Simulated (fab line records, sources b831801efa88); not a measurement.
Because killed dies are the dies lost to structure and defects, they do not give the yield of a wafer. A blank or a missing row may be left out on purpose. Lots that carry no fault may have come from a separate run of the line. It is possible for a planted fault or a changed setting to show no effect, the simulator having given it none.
fab line records    flow sky130
[record] lots = 10  wafers = 30  last_day = 50
route steps=708 shown LI_CONTACT@364 LOCAL_INTERCONNECT@387 CONTACT@407
lots that met no fault: taken from a fault-free run of the same line
start_h: start of the lot's first displayed wafer, in hours after the record's first day    wait_h: hours since the lot's step before    " unchanged from the row above    L1.1+2: one row covering several wafers at once    - no value present, or no start provided    * or withheld: withheld    < > ~ a bound
route shown NAME@n: names a module that has steps shown in the file, with the first one's number in the route    usual: the fault-free wafers' mean and standard deviation    same: alike in all rows    chamber/n: place in a boat    sites: the reading at each site    _std_site: the standard deviation of these    _edge_site: the outer-site mean with the inner-site mean subtracted    radius_mm: for every site, how far away it sits from the centre of the wafer    mask NAME#n: copy n    behind: the most recent tool/chamber to have shaped the wafer    hold: reason for holding the lot/hours on hold/outcome of the hold    device: the transistor (n, p or np) that didn't switch    end of line: tests run on the same wafers once the route is complete    step lacking rows: just its recipe    killed: not the wafer's yield, but the dies lost to structure and defects at the first sort    map: a wafer's dies, x killed, . not, _ none there
set.NAME: the run value of the setting; set.NAME@STEP: its run value at that earlier step    model.NAME: the simulator's own value behind a step, which no gauge read
one table for each step of the route and one row for each wafer, over a sample of lots
services: a tool's chamber out of use, with start hour (start_h, from the record's first day; less than 0 if before it), hours out, and reason
[[steps]]
[step SKY_LI_CONTACT_CMP_02]
[recipe] material = PSG  down_force_psi = 4  platen_rpm = 60  pad_velocity_m_s = 0.94248
[usual] motor_current_A = 12.2/0.84  slurry_filter_dp_kPa = 13.49/0.14  slurry_flow_ml_min = 150.0/0.47  time_to_endpoint_s = 31.5/2.5
lot.wafer  tool    chamber  start_h  wait_h  motor_current_A  slurry_filter_dp_kPa  slurry_flow_ml_min  time_to_endpoint_s
L854.2     cmp-01  3        667.27   0.2     12.9             13.58                 149.7               33.7
L854.5     "       0        "        "       11.9             13.44                 150.1               30.6
L854.6     "       1        "        "       12.1             13.64                 149.2               35.4
L856.3     cmp-01  0        688.52   0.0     12.2             13.49                 149.4               30.5
L856.4     "       1        "        "       13.0             13.68                 149.9               33.5
L856.2     "       3        "        "       13.0             13.58                 149.2               36.4
L857.2     cmp-02  1        690.12   0.2     12.1             13.43                 151.2               34.9
L857.5     "       2        "        "       10.3             13.30                 150.3               34.6
L857.6     "       3        "        "       11.2             13.34                 149.4               33.0
L864.4     cmp-01  3        756.27   0.1     13.0             13.60                 150.1               35.9
L864.3     "       1        "        "       13.0             13.55                 149.9               33.0
L864.6     "       3        "        "       12.5             13.52                 149.9               34.1
L865.4     cmp-01  0        758.87   0.0     11.8             13.41                 149.9               29.5
L865.1     "       3        "        "       12.6             13.62                 150.2               33.0
L865.6     "       1        "        "       12.3             13.33                 150.2               32.5
L866.1     cmp-01  0        773.31   0.1     11.4             13.41                 150.2               29.4
L866.4     "       1        "        "       13.2             13.54                 149.9               30.7
L866.2     "       2        "        "       12.9             13.51                 150.1               27.9
L868.2     cmp-01  3        784.56   0.0     12.9             13.40                 149.7               30.4
L868.4     "       0        "        "       11.3             13.38                 149.6               27.5
L868.3     "       2        "        "       13.4             13.50                 149.4               29.7
L869.4     cmp-01  3        787.25   0.0     12.8             13.33                 149.2               32.6
L869.3     "       1        "        "       12.1             13.47                 150.1               32.3
L869.1     "       2        "        "       12.7             13.42                 150.2               33.2
L872.4     cmp-02  0        812.38   0.1     13.3             13.63                 149.6               27.8
L872.3     "       1        "        "       12.4             13.41                 150.8               31.6
L872.5     "       0        "        "       12.7             13.68                 149.8               26.7
L873.4     cmp-01  3        818.91   0.2     13.5             13.62                 149.8               33.4
L873.5     "       0        "        "       12.2             13.53                 150.3               34.2
L873.6     "       1        "        "       12.9             13.45                 150.5               33.7
[step SKY_LOCAL_INTERCONNECT_SPUTTER_00]
[recipe] material = TiN  target_thk_nm = 100  temp_c = 300  power_w = 6500  time_s = 83.3  chamber_pressure_pa = 0.4
[usual] throttle_valve_pct = 30.2/0.74
lot.wafer  tool            chamber  start_h  wait_h  throttle_valve_pct
L854.2     pvd_sputter-04  -        696.78   0.2     30.2
L854.5     "               -        "        "       29.9
L854.6     "               -        "        "       31.7
L856.2     pvd_sputter-01  -        717.46   0.1     30.5
L856.3     "               -        "        "       30.4
L856.4     "               -        "        "       29.3
L857.2     pvd_sputter-04  -        719.53   0.1     30.3
L857.5     "               -        "        "       28.4
L857.6     "               -        "        "       31.5
L864.3     pvd_sputter-01  -        784.33   0.2     30.7
L864.4     "               -        "        "       30.3
L864.6     "               -        "        "       30.6
L865.1     pvd_sputter-01  -        786.53   0.2     30.3
L865.4     "               -        "        "       30.2
L865.6     "               -        "        "       30.4
L866.1     pvd_sputter-01  -        800.58   0.2     29.0
L866.2     "               -        "        "       30.5
L866.4     "               -        "        "       30.1
L868.2     pvd_sputter-04  -        813.17   0.2     30.2
L868.3     "               -        "        "       30.1
L868.4     "               -        "        "       30.3
L869.1     pvd_sputter-03  -        815.48   0.2     30.9
L869.3     "               -        "        "       30.5
L869.4     "               -        "        "       30.3
L872.3     pvd_sputter-03  -        839.68   0.1     30.8
L872.4     "               -        "        "       30.0
L872.5     "               -        "        "       30.3
L873.4     pvd_sputter-01  -        846.58   0.2     30.4
L873.5     "               -        "        "       29.1
L873.6     "               -        "        "       30.4
[step SKY_LOCAL_INTERCONNECT_RS_MEAS_01]
[recipe] thk_meas_gauge = four-point-probe  reads = TiN_of_LOCAL_INTERCONNECT_SPUTTER_00
[usual] LOCAL_INTERCONNECT_TIN_RS = 14.19/0.19
lot.wafer  tool           chamber  start_h  wait_h  LOCAL_INTERCONNECT_TIN_RS[ohm/sq]
L854.2     film_metro-04  -        696.86   0.1     14.49
L854.5     "              -        "        "       14.53
L854.6     "              -        "        "       14.35
L856.2     film_metro-03  -        717.54   0.1     14.24
L856.3     "              -        "        "       14.16
L856.4     "              -        "        "       14.16
L857.2     film_metro-02  -        719.61   0.1     14.15
L857.5     "              -        "        "       20.44
L857.6     "              -        "        "       13.95
L864.3     film_metro-02  -        784.43   0.1     13.92
L864.4     "              -        "        "       13.98
L864.6     "              -        "        "       14.08
L865.1     film_metro-03  -        786.59   0.0     13.95
L865.4     "              -        "        "       14.03
L865.6     "              -        "        "       13.98
L866.1     film_metro-04  -        800.65   0.0     14.03
L866.2     "              -        "        "       13.93
L866.4     "              -        "        "       13.98
L868.2     film_metro-02  -        813.25   0.1     14.28
L868.3     "              -        "        "       14.36
L868.4     "              -        "        "       14.42
L869.1     film_metro-04  -        815.54   0.0     14.60
L869.3     "              -        "        "       14.47
L869.4     "              -        "        "       14.58
L872.3     film_metro-02  -        839.79   0.1     14.44
L872.4     "              -        "        "       14.33
L872.5     "              -        "        "       14.42
L873.4     film_metro-04  -        846.70   0.1     14.06
L873.5     "              -        "        "       14.07
L873.6     "              -        "        "       14.01
[step SKY_LOCAL_INTERCONNECT_THK_MEAS_02]
[recipe] thk_meas_gauge = xrf  reads = TiN_of_LOCAL_INTERCONNECT_SPUTTER_00
[usual] LOCAL_INTERCONNECT_TIN_THK = 99.5/1.4
lot.wafer  tool           chamber  start_h  wait_h  LOCAL_INTERCONNECT_TIN_THK[nm]
L854.2     film_metro-04  -        696.97   0.1     96.8
L854.5     "              -        "        "       96.8
L854.6     "              -        "        "       98.5
L856.2     film_metro-03  -        717.65   0.1     99.4
L856.3     "              -        "        "       99.7
L856.4     "              -        "        "       99.9
L857.2     film_metro-02  -        719.72   0.1     100.4
L857.5     "              -        "        "       70.7
L857.6     "              -        "        "       101.4
L864.3     film_metro-02  -        784.53   0.1     101.2
L864.4     "              -        "        "       101.6
L864.6     "              -        "        "       100.6
L865.1     film_metro-03  -        786.71   0.1     101.3
L865.4     "              -        "        "       101.4
L865.6     "              -        "        "       101.1
L866.1     film_metro-04  -        800.77   0.1     99.3
L866.2     "              -        "        "       100.0
L866.4     "              -        "        "       100.5
L868.2     film_metro-02  -        813.36   0.1     98.9
L868.3     "              -        "        "       99.1
L868.4     "              -        "        "       98.5
L869.1     film_metro-04  -        815.66   0.1     96.0
L869.3     "              -        "        "       96.4
L869.4     "              -        "        "       95.6
L872.3     film_metro-02  -        839.89   0.1     98.5
L872.4     "              -        "        "       98.7
L872.5     "              -        "        "       98.6
L873.4     film_metro-04  -        846.79   0.1     100.2
L873.5     "              -        "        "       99.7
L873.6     "              -        "        "       100.4
[step SKY_LOCAL_INTERCONNECT_METAL_ETCH_14]
[recipe] target_depth_nm = 110  stop_on = PSG  chemistry = Cl2/BCl3  target = TiN  resist_sidewall_deg = 88  pressure_mtorr = 10  icp_w = 900  bias_w = 48.5  Cl2_flow_sccm = 60  bcl3_flow_sccm = 30  time_s = 31.4
[usual] drypump_motor_current_A = 5.51/0.27  he_backside_leak_sccm = 3.3/0.39  oes_product_au = 0.940/0.0085  throttle_valve_pct = 21.902/0.01
[same] time_s = 31.4
lot.wafer  tool          chamber  start_h  wait_h  drypump_motor_current_A  he_backside_leak_sccm  oes_product_au  rf_hours_counter_h  throttle_valve_pct
L854.2     rie_metal-01  0        724.78   0.0     5.09                     3.6                    0.925           8                   21.944
L854.5     "             0        "        "       5.08                     3.6                    0.929           -                   21.906
L854.6     "             1        "        "       5.58                     3.5                    0.930           -                   21.905
L856.2     rie_metal-02  0        745.96   0.0     5.72                     3.1                    0.931           11                  21.921
L856.3     "             1        "        "       5.26                     3.3                    0.942           -                   21.906
L856.4     "             0        "        "       5.71                     3.2                    0.935           -                   21.901
L857.2     rie_metal-02  1        747.33   0.0     5.29                     3.4                    0.938           14                  21.906
L857.5     "             0        "        "       5.71                     3.4                    0.773           -                   21.995
L857.6     "             1        "        "       5.28                     3.4                    0.947           -                   21.898
L864.3     rie_metal-01  0        810.88   0.0     5.11                     3.4                    0.950           -                   21.878
L864.4     "             1        "        "       5.59                     3.2                    0.953           -                   21.920
L864.6     "             0        "        "       5.11                     3.6                    0.941           -                   21.897
L865.1     rie_metal-03  1        813.28   0.0     5.89                     3.1                    0.943           15                  21.897
L865.4     "             1        "        "       5.89                     3.1                    0.947           -                   21.890
L865.6     "             0        "        "       5.36                     3.5                    0.959           -                   21.906
L866.1     rie_metal-03  1        827.34   0.0     5.86                     2.8                    0.952           16                  21.891
L866.2     "             0        "        "       5.38                     3.5                    0.952           14                  21.907
L866.4     "             1        "        "       5.89                     3.0                    0.950           -                   21.889
L868.2     rie_metal-03  0        839.54   0.0     5.40                     3.5                    0.934           15                  21.910
L868.3     "             1        "        "       5.86                     3.1                    0.931           -                   21.884
L868.4     "             0        "        "       5.39                     3.4                    0.935           -                   21.911
L869.1     rie_metal-02  0        841.94   0.0     5.71                     3.1                    0.920           14                  21.923
L869.3     "             0        "        "       5.72                     3.2                    0.926           -                   21.910
L869.4     "             1        "        "       5.26                     3.4                    0.929           -                   21.903
L872.3     rie_metal-02  0        866.16   0.0     5.70                     3.2                    0.932           -                   21.910
L872.4     "             1        "        "       5.21                     3.2                    0.936           -                   21.904
L872.5     "             0        "        "       5.70                     3.1                    0.934           -                   21.911
L873.4     rie_metal-02  0        872.38   0.0     5.73                     3.2                    0.952           -                   21.912
L873.5     "             0        "        "       5.73                     3.1                    0.938           -                   21.895
L873.6     "             1        "        "       5.24                     3.4                    0.944           -                   21.889
[step SKY_LOCAL_INTERCONNECT_STRIP_15]
[recipe] chemistry = O2/N2  power_w = 1400  pressure_mtorr = 1500  platen_temp_c = withheld  o2_flow_sccm = 3000  n2_flow_sccm = 300  overash_fraction = 0.5
[usual] drypump_motor_current_A = 5.93/0.28  oes_product_au = 0.426/0.0044  strip_time_to_endpoint_s = 4.710/0.027
lot.wafer  tool             chamber  start_h  wait_h  drypump_motor_current_A  oes_product_au  rf_hours_counter_h  strip_time_to_endpoint_s
L854.2     plasma_asher-04  1        724.83   0.0     5.92                     0.430           98                  4.703
L854.5     "                1        "        "       5.93                     0.428           -                   4.670
L854.6     "                0        "        "       6.25                     0.423           -                   4.675
L856.2     plasma_asher-04  1        746.01   0.0     5.91                     0.423           0                   4.690
L856.3     "                1        "        "       5.92                     0.427           -                   4.720
L856.4     "                0        "        "       6.26                     0.431           -                   4.699
L857.2     plasma_asher-04  1        747.38   0.0     5.95                     0.428           0                   4.710
L857.5     "                0        "        "       6.24                     0.422           -                   4.714
L857.6     "                1        "        "       5.94                     0.425           -                   4.713
L864.3     plasma_asher-02  0        810.94   0.1     5.48                     0.428           -                   4.754
L864.4     "                1        "        "       6.13                     0.430           -                   4.713
L864.6     "                1        "        "       6.14                     0.428           -                   4.752
L865.1     plasma_asher-04  0        813.33   0.0     6.26                     0.432           6                   4.710
L865.4     "                1        "        "       5.93                     0.436           -                   4.714
L865.6     "                0        "        "       6.27                     0.440           -                   4.731
L866.1     plasma_asher-02  0        827.39   0.0     5.51                     0.420           72                  4.687
L866.2     "                1        "        "       6.15                     0.429           72                  4.722
L866.4     "                0        "        "       5.49                     0.418           -                   4.672
L868.2     plasma_asher-04  0        839.59   0.0     6.28                     0.425           10                  4.730
L868.3     "                0        "        "       6.27                     0.426           -                   4.686
L868.4     "                1        "        "       5.93                     0.425           -                   4.736
L869.1     plasma_asher-04  0        841.99   0.0     6.25                     0.426           10                  4.681
L869.3     "                1        "        "       5.91                     0.425           -                   4.677
L869.4     "                0        "        "       6.24                     0.424           -                   4.687
L872.3     plasma_asher-03  1        866.23   0.1     6.04                     0.429           -                   4.720
L872.4     "                0        "        "       5.57                     0.427           -                   4.707
L872.5     "                0        "        "       5.54                     0.426           -                   4.677
L873.4     plasma_asher-03  0        872.44   0.1     5.57                     0.426           -                   4.739
L873.5     "                0        "        "       5.53                     0.416           -                   4.725
L873.6     "                1        "        "       6.04                     0.421           -                   4.737
[step SKY_CONTACT_THK_MEAS_01]
[recipe] reads = Si3N4_of_CONTACT_CVD_00
[usual] CONTACT_CVD_00_THK = 74.8/0.98
lot.wafer  tool           chamber  start_h  wait_h  CONTACT_CVD_00_THK[nm]
L854.2     film_metro-01  -        725.51   -       73.6
L854.5     "              -        "        "       75.4
L854.6     "              -        "        "       74.3
L856.2     film_metro-01  -        746.68   -       74.6
L856.3     "              -        "        "       73.0
L856.4     "              -        "        "       74.1
L857.2     film_metro-01  -        748.02   -       75.0
L857.5     "              -        "        "       76.5
L857.6     "              -        "        "       76.4
L864.3     film_metro-04  -        811.56   -       74.1
L864.4     "              -        "        "       74.5
L864.6     "              -        "        "       75.6
L865.1     film_metro-01  -        813.96   -       74.1
L865.4     "              -        "        "       73.7
L865.6     "              -        "        "       74.7
L866.1     film_metro-01  -        828.06   -       73.8
L866.2     "              -        "        "       74.2
L866.4     "              -        "        "       74.9
L868.2     film_metro-03  -        840.27   -       74.8
L868.3     "              -        "        "       74.6
L868.4     "              -        "        "       75.7
L869.1     film_metro-03  -        842.66   -       74.1
L869.3     "              -        "        "       75.1
L869.4     "              -        "        "       75.4
L872.3     film_metro-03  -        866.84   -       75.0
L872.4     "              -        "        "       76.5
L872.5     "              -        "        "       76.8
L873.4     film_metro-01  -        873.07   -       76.1
L873.5     "              -        "        "       74.9
L873.6     "              -        "        "       76.5
[[services]]
tool             chamber  start_h  hours  kind
cmp-02           -        654.57   0.5    repair
rie_metal-02     1        656.47   6.5    repair
rie_metal-01     1        661.97   14.4   repair
plasma_asher-04  -        664.44   42.7   repair
cmp-02           -        673.06   4.5    repair
cmp-01           -        681.98   4.3    repair
pvd_sputter-03   -        700.56   2.2    repair
cmp-01           -        703.65   6.5    pm
rie_metal-01     -        713.08   0.5    repair
cmp-02           -        718.11   6.6    pm
cmp-02           -        724.92   0.4    repair
plasma_asher-04  -        733.75   9.0    pm
rie_metal-03     -        737.75   1.4    pm
cmp-01           -        744.09   4.0    pm
rie_metal-01     1        746.41   1.8    repair
plasma_asher-04  -        751.71   2.4    repair
cmp-01           -        756.82   1.8    repair
cmp-01           -        765.95   2.9    repair
rie_metal-02     0        769.09   16.7   repair
plasma_asher-04  -        781.29   1.2    repair
rie_metal-02     0        788.42   5.4    repair
cmp-01           -        834.45   0.3    repair
cmp-01           -        844.01   0.3    repair
pvd_sputter-04   -        862.61   43.5   repair
[[key]]
[first_sign] step = SKY_LOCAL_INTERCONNECT_RS_MEAS_01  reading = LOCAL_INTERCONNECT_TIN_RS  direction = up  sigmas = 33  usual = 14.19  struck = 20.44
[effect] step = SKY_LOCAL_INTERCONNECT_THK_MEAS_02  reading = LOCAL_INTERCONNECT_TIN_THK  direction = down  sigmas = 20  usual = 99.5  struck = 70.7
[effect] step = SKY_LOCAL_INTERCONNECT_METAL_ETCH_14  reading = oes_product_au  direction = down  sigmas = 20  usual = 0.940  struck = 0.773
met_at SKY_LOCAL_INTERCONNECT_SPUTTER_00
struck_lots L857
struck_wafers L857.5
tester_left_out L857
not_acting_at SKY_LI_CONTACT_CMP_02,SKY_LOCAL_INTERCONNECT_STRIP_15,SKY_CONTACT_THK_MEAS_01
[fault] kind = process_parameter_drift  tool = pvd_sputter-04  chamber = -  onset_h = 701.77  steps = SKY_LOCAL_INTERCONNECT_SPUTTER_00  channel = target_thk_nm  offset = -29.185  shape = step  end_h = 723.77  acts_in = these_recipes_only  stated = 100  scope = struck_wafers_only
// tester_left_out: of these lots the tester's yield and bins aren't shown, on N5 and GAA mostly nor the transistor test; their killed dies are dies lost to structure and defects alone, not to doping, threshold or leakage, so they don't give the yield
